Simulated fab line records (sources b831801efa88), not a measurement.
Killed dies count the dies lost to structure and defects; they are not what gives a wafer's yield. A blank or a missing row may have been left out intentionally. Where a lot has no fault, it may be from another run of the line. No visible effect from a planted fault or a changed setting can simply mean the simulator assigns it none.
The tool behind it: which one? | flow sky130 | at 1 step of a route of 708, 12 lots with 36 wafers sampled

WHAT EACH GAUGE READ, for each wafer
SKY_VIA1_RS_MEAS_22: measures by four-point-probe. Usual: VIA1_W_RS typically reads 0.426 ohm/sq, with standard deviation 0.0044.
lot  | measured     | on            | VIA1_W_RS (ohm/sq) | flag
L137 | day 33 22:13 | film-metro-02 | 0.422 0.423 0.419  |
L140 | day 35 00:37 | film-metro-04 | 0.440 0.436 0.437  |
L141 | day 35 07:14 | film-metro-01 | 0.427 0.428 0.425  |
L142 | day 35 11:36 | film-metro-01 | 0.423 0.430 0.425  |
L145 | day 36 22:53 | film-metro-02 | 0.422 0.424 0.423  |
L147 | day 37 07:41 | film-metro-01 | 0.437 0.430 0.431  |
L148 | day 37 21:15 | film-metro-04 | 0.427 0.428 0.430  |
L150 | day 38 05:40 | film-metro-04 | 0.430 0.431 0.429  |
L151 | day 38 08:26 | film-metro-02 | 0.427 0.421 0.425  |
L152 | day 39 00:01 | film-metro-04 | 0.423 0.428 0.424  |
L153 | day 39 01:56 | film-metro-01 | 0.425 0.428 0.424  |
L159 | day 40 20:59 | film-metro-01 | 0.421 0.418 0.420  |

EACH LOT AND THE TOOL THAT RAN IT (in order: tool; ch and the chambers of the sampled wafers; start)
Record: no process step prior to these readings.

AS READ BY THE TOOLS THEMSELVES (means over the sampled wafers that have a number; for cases with no such wafer, the mark the record gives instead)
The record holds no such reading with a usual standard deviation.

THE ANSWER, worked out from the rows above alone
Rule: a lot counts as off when the mean over its wafers that have a number is more than 3 standard deviations away from the usual mean. Also off: a lot with no number at a reading for which 4 or more lots have one. Where the step has rows for the other lots, those lots are counted as sound. After the gauges, taken in route order, come the tools' own readings; for these a lot's mean is taken, as printed above. At the first step where some lot is off, the reading lying furthest off is the one used; lots without a number count as furthest.
No lot is off at any reading shown: from this, nothing can be told.

WHAT HAD BEEN PUT IN BY THE SIMULATOR
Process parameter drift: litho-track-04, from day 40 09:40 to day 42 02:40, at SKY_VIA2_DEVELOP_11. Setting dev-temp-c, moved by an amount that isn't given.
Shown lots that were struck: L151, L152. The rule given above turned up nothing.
